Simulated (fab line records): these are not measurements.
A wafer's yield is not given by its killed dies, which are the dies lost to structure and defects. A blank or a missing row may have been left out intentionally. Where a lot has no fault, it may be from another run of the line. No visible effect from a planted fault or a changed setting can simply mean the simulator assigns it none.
fab line records	flow sky130
record lots=6	wafers=17	last_day=50
route steps=708 shown SD_N@350 SD_P@359 RES_XHIGH@360 SALICIDE@361 LI_CONTACT@362 PAD_OPEN@708
lots untouched by any fault: they come from a run of this same line in which no faults occurred
start_h: the number of hours between the record's first day and the start of the first shown wafer of the lot	wait_h: time in hours since the lot's previous step	" the same as in the row above	L1.1+2: one row covering several wafers at once	- no value, or no start given	* or withheld: withheld	< > ~ a bound
route shown NAME@n: NAME is a module with steps in the file, n the number in the route of the first one	usual: mean/standard deviation of fault-free wafers	same: alike in all rows	chamber/n: place in a boat	sites: readings site by site	_std_site: their standard deviation	_edge_site: outer sites' mean less inner sites'	radius_mm: how far each site lies from the wafer's centre	mask NAME#n: copy n	behind: the most recent tool/chamber to have shaped the wafer	hold: why the lot went on hold/how many hours it stayed there/how the hold came to an end	device: which transistor (n, p or np) failed to switch	end of line: at the end of the route, the tests of the same wafers	a step given without rows: its recipe and nothing more	killed: at the first sort, the dies lost to defects and structure; wafer yield is something else	map: a wafer's dies, x killed, . not, _ none there
set.NAME: the setting that was run; set.NAME@STEP: the one run at that earlier step	model.NAME: the simulator's own value behind a step, which no gauge read
a table for each step, a row for each wafer; lots at some steps of the route
services: from which hour (start_h, from the record's first day; less than 0 if before it) a tool's chamber was out of use, for how many hours, and why
## steps
# step SKY_SD_N_OVL_MEAS_08
# usual SD_N_OVL=0.4/1.3
lot.wafer	tool	chamber	start_h	wait_h	SD_N_OVL[nm]
L757.1	overlay-01	-	661.92	0.1	2.2
L757.2	"	-	"	"	0.7
L757.6	"	-	"	"	1.6
L765.4	overlay-02	-	729.24	0.1	0.7
L765.6	"	-	"	"	2.2
L766.1	overlay-02	-	737.12	0.1	-3.0
L766.4	"	-	"	"	-0.7
L766.6	"	-	"	"	-1.4
L771.1	overlay-02	-	800.77	0.1	0.1
L771.2	"	-	"	"	1.6
L771.3	"	-	"	"	2.6
L773.1	overlay-01	-	811.97	0.1	2.5
L773.2	"	-	"	"	2.4
L773.6	"	-	"	"	3.3
L777.1	overlay-01	-	822.86	0.1	1.9
L777.3	"	-	"	"	1.9
L777.6	"	-	"	"	0.6
# step SKY_SD_N_IMPLANT_09
# recipe species=As	energy_kev=50	dose_cm2=4e+15	tilt_deg=0
# step SKY_SD_N_IMPLANT_10
# recipe species=P	energy_kev=20	dose_cm2=1e+14	tilt_deg=0
# step SKY_SD_N_STRIP_11
# recipe chemistry=O2/N2	power_w=1400	pressure_mtorr=1500	platen_temp_c=withheld	o2_flow_sccm=3000	n2_flow_sccm=300	overash_fraction=0.5
# usual drypump_motor_current_A=5.55/0.21	oes_product_au=0.528/0.0044	strip_time_to_endpoint_s=22.55/0.038
# same overash_fraction=0.5
lot.wafer	tool	chamber	start_h	wait_h	drypump_motor_current_A	oes_product_au	rf_hours_counter_h	strip_time_to_endpoint_s
L757.1	plasma_asher-03	1	662.26	0.1	5.95	0.529	88	22.54
L757.2	"	0	"	"	5.46	0.524	88	22.51
L757.6	"	0	"	"	5.44	0.523	-	22.51
L765.4	plasma_asher-04	1	729.59	0.1	5.38	0.532	-	22.58
L765.6	"	0	"	"	5.72	0.525	-	22.59
L766.1	plasma_asher-01	1	737.54	0.2	5.20	0.538	31	22.46
L766.4	"	1	"	"	5.21	0.527	-	22.50
L766.6	"	0	"	"	5.45	0.530	-	22.51
L771.1	plasma_asher-04	0	801.11	0.1	5.67	0.535	6	22.59
L771.2	"	1	"	"	5.40	0.531	6	22.59
L771.3	"	1	"	"	5.41	0.525	-	22.62
L773.1	plasma_asher-04	1	812.31	0.1	5.42	0.532	7	22.61
L773.2	"	0	"	"	5.67	0.526	7	22.62
L773.6	"	1	"	"	5.41	0.529	-	22.63
L777.1	plasma_asher-04	0	823.20	0.1	5.71	0.524	8	22.58
L777.3	"	1	"	"	5.39	0.529	-	22.62
L777.6	"	0	"	"	5.70	0.521	-	22.59
# step SKY_SD_N_TW_MEAS_12
# usual SD_N_TW=3962/28
lot.wafer	tool	chamber	start_h	wait_h	SD_N_TW
L757.1	film_metro-03	-	662.36	0.1	3969
L757.2	"	-	"	"	3959
L757.6	"	-	"	"	3972
L765.4	film_metro-03	-	729.69	0.1	3934
L765.6	"	-	"	"	3920
L766.1	film_metro-01	-	737.64	0.1	3966
L766.4	"	-	"	"	4001
L766.6	"	-	"	"	3983
L771.1	film_metro-01	-	801.21	0.1	3997
L771.2	"	-	"	"	3981
L771.3	"	-	"	"	3990
L773.1	film_metro-01	-	812.41	0.1	3986
L773.2	"	-	"	"	3990
L773.6	"	-	"	"	3994
L777.1	film_metro-02	-	823.30	0.1	3956
L777.3	"	-	"	"	3953
L777.6	"	-	"	"	3959
# step SKY_SD_N_CLEAN_13
# recipe chemistry=SC1/SC2	mix=1:4:20	temp_c=70	time_s=150	dry=n2_spin
# step SKY_SD_N_RTA_14
# recipe temp_c=1075	time_s=2	idle_temp_c=650	ramp_up_c_per_s=150	ramp_down_c_per_s=90	ambient=N2
# usual lamp_power_pct=15.73/0.052	ramp_down_c_per_s=90.000/0.016	wafer_temp_C_max=1078.1/1.4
lot.wafer	tool	chamber	start_h	wait_h	lamp_power_pct	ramp_down_c_per_s	wafer_temp_C_max
L757.1	rtp_anneal-01	0	662.47	0.0	15.79	89.995	1076.8
L757.2	"	0	"	"	15.73	90.007	1078.0
L757.6	"	0	"	"	15.78	90.008	1079.7
L765.4	rtp_anneal-01	0	729.81	0.0	15.73	90.001	1077.5
L765.6	"	0	"	"	15.70	90.000	1077.1
L766.1	rtp_anneal-02	0	737.75	0.0	15.71	89.983	1077.9
L766.4	"	0	"	"	15.76	89.980	1077.9
L766.6	"	0	"	"	15.80	90.003	1079.7
L771.1	rtp_anneal-02	0	801.33	0.0	15.73	90.004	1076.1
L771.2	"	0	"	"	15.69	90.019	1075.8
L771.3	"	0	"	"	15.71	90.004	1076.1
L773.1	rtp_anneal-01	0	812.52	0.0	15.70	89.986	1077.9
L773.2	"	0	"	"	15.78	89.978	1078.2
L773.6	"	0	"	"	15.75	89.984	1078.8
L777.1	rtp_anneal-01	0	823.41	0.0	15.65	90.005	1077.5
L777.3	"	0	"	"	15.81	89.991	1076.8
L777.6	"	0	"	"	15.81	90.011	1076.3
# step SKY_SD_N_RS_MEAS_16
# recipe thk_meas_gauge=four-point-probe
# usual SD_N_RS=68.64/0.13
lot.wafer	tool	chamber	start_h	wait_h	SD_N_RS[ohm/sq]
L757.1	film_metro-01	-	662.64	0.1	68.48
L757.2	"	-	"	"	68.45
L757.6	"	-	"	"	68.51
L765.4	film_metro-02	-	730.02	0.1	68.51
L765.6	"	-	"	"	68.56
L766.1	film_metro-02	-	737.98	0.1	68.79
L766.4	"	-	"	"	68.93
L766.6	"	-	"	"	68.96
L771.1	film_metro-03	-	801.50	0.1	68.50
L771.2	"	-	"	"	68.53
L771.3	"	-	"	"	68.52
L773.1	film_metro-01	-	812.69	0.1	68.66
L773.2	"	-	"	"	68.44
L773.6	"	-	"	"	68.70
L777.1	film_metro-02	-	823.58	0.1	68.70
L777.3	"	-	"	"	68.47
L777.6	"	-	"	"	68.49
# step SKY_SD_N_RS_MEAS_17
# recipe thk_meas_gauge=four-point-probe
# usual SD_P_RS=147.3/0.43
lot.wafer	tool	chamber	start_h	wait_h	SD_P_RS[ohm/sq]
L757.1	film_metro-01	-	662.76	0.1	146.6
L757.2	"	-	"	"	146.4
L757.6	"	-	"	"	147.0
L765.4	film_metro-02	-	730.14	0.1	147.3
L765.6	"	-	"	"	147.4
L766.1	film_metro-02	-	738.10	0.1	147.8
L766.4	"	-	"	"	148.2
L766.6	"	-	"	"	148.0
L771.1	film_metro-03	-	801.62	0.1	147.3
L771.2	"	-	"	"	147.6
L771.3	"	-	"	"	147.2
L773.1	film_metro-01	-	812.81	0.1	147.1
L773.2	"	-	"	"	147.3
L773.6	"	-	"	"	147.5
L777.1	film_metro-02	-	823.70	0.1	147.1
L777.3	"	-	"	"	146.8
L777.6	"	-	"	"	147.2
# step SKY_SD_N_RS_MEAS_18
# recipe thk_meas_gauge=four-point-probe
# usual RES_XHIGH_RS=333.7/1.2
lot.wafer	tool	chamber	start_h	wait_h	RES_XHIGH_RS[ohm/sq]
L757.1	film_metro-01	-	662.88	0.1	333.1
L757.2	"	-	"	"	331.6
L757.6	"	-	"	"	332.2
L765.4	film_metro-02	-	730.26	0.1	334.9
L765.6	"	-	"	"	332.9
L766.1	film_metro-02	-	738.22	0.1	334.4
L766.4	"	-	"	"	333.8
L766.6	"	-	"	"	333.1
L771.1	film_metro-03	-	801.74	0.1	333.8
L771.2	"	-	"	"	333.7
L771.3	"	-	"	"	335.5
L773.1	film_metro-01	-	812.93	0.1	332.5
L773.2	"	-	"	"	333.3
L773.6	"	-	"	"	333.5
L777.1	film_metro-02	-	823.82	0.1	333.0
L777.3	"	-	"	"	333.1
L777.6	"	-	"	"	334.1
# step SKY_SALICIDE_CLEAN_00
# recipe chemistry=HF-last	time_s=30	dilution=100:1	dry=ipa_marangoni
# step SKY_LI_CONTACT_HDPCVD_00
# recipe material=PSG	target_thk_nm=930	sigma_open_frac=0.3	time_s=155	temp_c=600	sih4_flow_sccm=60	pressure_mtorr=6
# usual run_length_s=182.8/0.53	sih4_flow_sccm=59.99/0.17
lot.wafer	tool	chamber	start_h	wait_h	run_length_s	sih4_flow_sccm	model.PSG_of_LI_CONTACT_HDPCVD_00.thk_nm
L757.1	hdpcvd-02	2	663.02	0.0	182.4	59.97	932.7
L757.2	"	0	"	"	183.0	59.79	951.5
L757.6	"	2	"	"	182.8	59.97	937.3
L765.4	hdpcvd-01	0	730.39	0.1	183.0	60.03	938.5
L765.6	"	1	"	"	177.2	60.16	900.6
L766.1	hdpcvd-01	0	738.36	0.0	183.9	60.09	935.6
L766.4	"	2	"	"	182.9	60.26	944.4
L766.6	"	0	"	"	178.5	59.98	907
L771.1	hdpcvd-02	0	801.88	0.0	183.0	59.79	939.1
L771.2	"	1	"	"	181.9	59.90	930.1
L771.3	"	2	"	"	182.8	59.82	922.7
L773.1	hdpcvd-02	1	813.07	0.0	181.8	60.19	925.1
L773.2	"	2	"	"	182.8	59.94	920.1
L773.6	"	2	"	"	182.5	60.08	924.7
L777.1	hdpcvd-01	2	823.96	0.0	182.7	60.17	943.4
L777.3	"	1	"	"	182.6	59.87	932.9
L777.6	"	2	"	"	183.1	60.05	941.7
# step SKY_LI_CONTACT_THK_MEAS_01
# recipe reads=PSG_of_LI_CONTACT_HDPCVD_00
# usual LI_CONTACT_HDPCVD_THK=934/10
lot.wafer	tool	chamber	start_h	wait_h	LI_CONTACT_HDPCVD_THK[nm]
L757.1	film_metro-03	-	663.12	0.1	933
L757.2	"	-	"	"	952
L757.6	"	-	"	"	937
L765.4	film_metro-01	-	730.47	0.0	938
L765.6	"	-	"	"	901
L766.1	film_metro-02	-	738.46	0.1	936
L766.4	"	-	"	"	945
L766.6	"	-	"	"	907
L771.1	film_metro-03	-	801.98	0.1	939
L771.2	"	-	"	"	930
L771.3	"	-	"	"	922
L773.1	film_metro-02	-	813.17	0.1	925
L773.2	"	-	"	"	919
L773.6	"	-	"	"	926
L777.1	film_metro-01	-	824.06	0.1	943
L777.3	"	-	"	"	933
L777.6	"	-	"	"	941
# step SKY_LI_CONTACT_CMP_02
# recipe material=PSG	down_force_psi=4	platen_rpm=60	pad_velocity_m_s=0.94248
# usual motor_current_A=12.0/1.3	time_to_endpoint_s=35/4.9
lot.wafer	tool	chamber	start_h	wait_h	motor_current_A	time_to_endpoint_s
L757.2	cmp-01	3	663.28	0.1	15.8	43
L757.1	"	0	"	"	12.5	38
L757.6	"	1	"	"	12.2	35
L765.4	cmp-01	2	730.50	0.0	10.8	41
L765.6	"	3	"	"	15.1	39
L766.1	cmp-02	1	738.71	0.2	10.4	26
L766.4	"	2	"	"	12.3	34
L766.6	"	1	"	"	11.2	24
L771.3	cmp-02	2	802.04	0.0	11.3	29
L771.1	"	0	"	"	11.1	36
L771.2	"	1	"	"	10.8	24
L773.2	cmp-01	1	813.23	0.0	12.1	33
L773.1	"	2	"	"	10.9	38
L773.6	"	2	"	"	11.1	39
L777.1	cmp-02	1	824.27	0.2	10.2	26
L777.3	"	2	"	"	12.6	31
L777.6	"	0	"	"	11.1	38
# step SKY_PAD_OPEN_PROBE_99
# usual killed_at_M0_to_M3=44/6.9	killed_at_M4_up=3.2/1.8	killed_at_contacts=23/5.2	killed_at_front_end=15/4.5	killed_at_other=0.3/0.56	killed_dies=85/8.8	killed_open=47/6.7	killed_short=39/6.4
# same gross_dies=492	killed_at_back_side=0
lot.wafer	tool	chamber	start_h	wait_h	killed_at_M0_to_M3	killed_at_M4_up	killed_at_contacts	killed_at_front_end	killed_at_other	killed_dies	killed_open	killed_short
L757.1	prober-02	-	1083.91	0.1	45	5	18	10	0	78	40	38
L757.2	prober-02	-	1083.96	0.1	54	3	14	13	0	84	50	34
L757.6	prober-02	-	1084.16	0.2	40	6	30	21	0	97	55	42
# killed by level:class
L757.1 VIA2:geometric_particle:open=9 VIA1:geometric_particle:open=9 CONTACT:geometric_particle:short=8 CONTACT:geometric_particle:open=8 VIA1:geometric_particle:short=6 METAL2:geometric_particle:short=5 METAL1:geometric_particle:short=5 POLY_GATE:geometric_particle:short=4
L757.2 VIA1:geometric_particle:open=14 VIA2:geometric_particle:open=9 VIA3:geometric_particle:open=9 CONTACT:geometric_particle:open=6 METAL2:geometric_particle:short=5 METAL1:geometric_particle:short=5 VIA1:geometric_particle:short=4 FIELD_ISO:geometric_particle:short=3
L757.6 VIA1:geometric_particle:open=13 CONTACT:geometric_particle:open=9 FIELD_ISO:geometric_particle:open=8 CONTACT:geometric_particle:short=7 VIA3:geometric_particle:open=7 LI_CONTACT:geometric_particle:open=6 FIELD_ISO:geometric_particle:short=5 VIA1:geometric_particle:short=5
## services
tool	chamber	start_h	hours	kind
rtp_anneal-01	-	639.26	4.0	pm
plasma_asher-01	-	640.96	1.7	repair
hdpcvd-01	-	650.75	15.0	pm
cmp-02	-	650.78	1.0	repair
plasma_asher-01	-	664.20	0.3	repair
cmp-02	-	669.76	1.1	repair
cmp-02	-	675.52	0.7	repair
plasma_asher-01	-	676.96	2.5	repair
hdpcvd-02	-	687.21	6.0	pm
cmp-01	-	699.39	16.8	pm
plasma_asher-03	-	707.60	4.6	repair
cmp-02	-	716.23	5.5	pm
hdpcvd-01	2	717.28	2.9	repair
cmp-02	-	724.55	3.8	repair
cmp-02	-	732.22	4.3	pm
plasma_asher-04	-	733.75	9.0	pm
plasma_asher-03	-	734.95	2.8	pm
cmp-01	-	742.22	3.3	repair
cmp-01	-	745.54	4.0	pm
plasma_asher-04	-	755.20	0.5	repair
hdpcvd-01	-	775.99	1.2	repair
cmp-01	-	793.44	4.8	pm
cmp-01	-	818.53	6.7	repair
plasma_asher-04	-	823.87	14.6	pm
## key
first_sign step=SKY_LI_CONTACT_HDPCVD_00	reading=run_length_s	direction=down	sigmas=9.4	usual=*	struck=*
effect step=SKY_LI_CONTACT_THK_MEAS_01	reading=LI_CONTACT_HDPCVD_THK	direction=down	sigmas=3	usual=934	struck=904
model_effect step=SKY_LI_CONTACT_HDPCVD_00	value=PSG_of_LI_CONTACT_HDPCVD_00.thk_nm	without=936.9	struck=903.8
met_at SKY_LI_CONTACT_HDPCVD_00
struck_wafers L765.6,L766.6
tester_left_out L765,L766
fault kind=process_parameter_drift	tool=hdpcvd-01	chamber=-	onset_h=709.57	steps=SKY_LI_CONTACT_HDPCVD_00	channel=time_s	offset=*	shape=step	end_h=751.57	scope=struck_wafers_only	acts_in=*	stated=*
# tester_left_out: of these lots the tester's yield and bins aren't shown, on N5 and GAA mostly nor the transistor test; their killed dies are dies lost to structure and defects alone, not to doping, threshold or leakage, so they don't give the yield
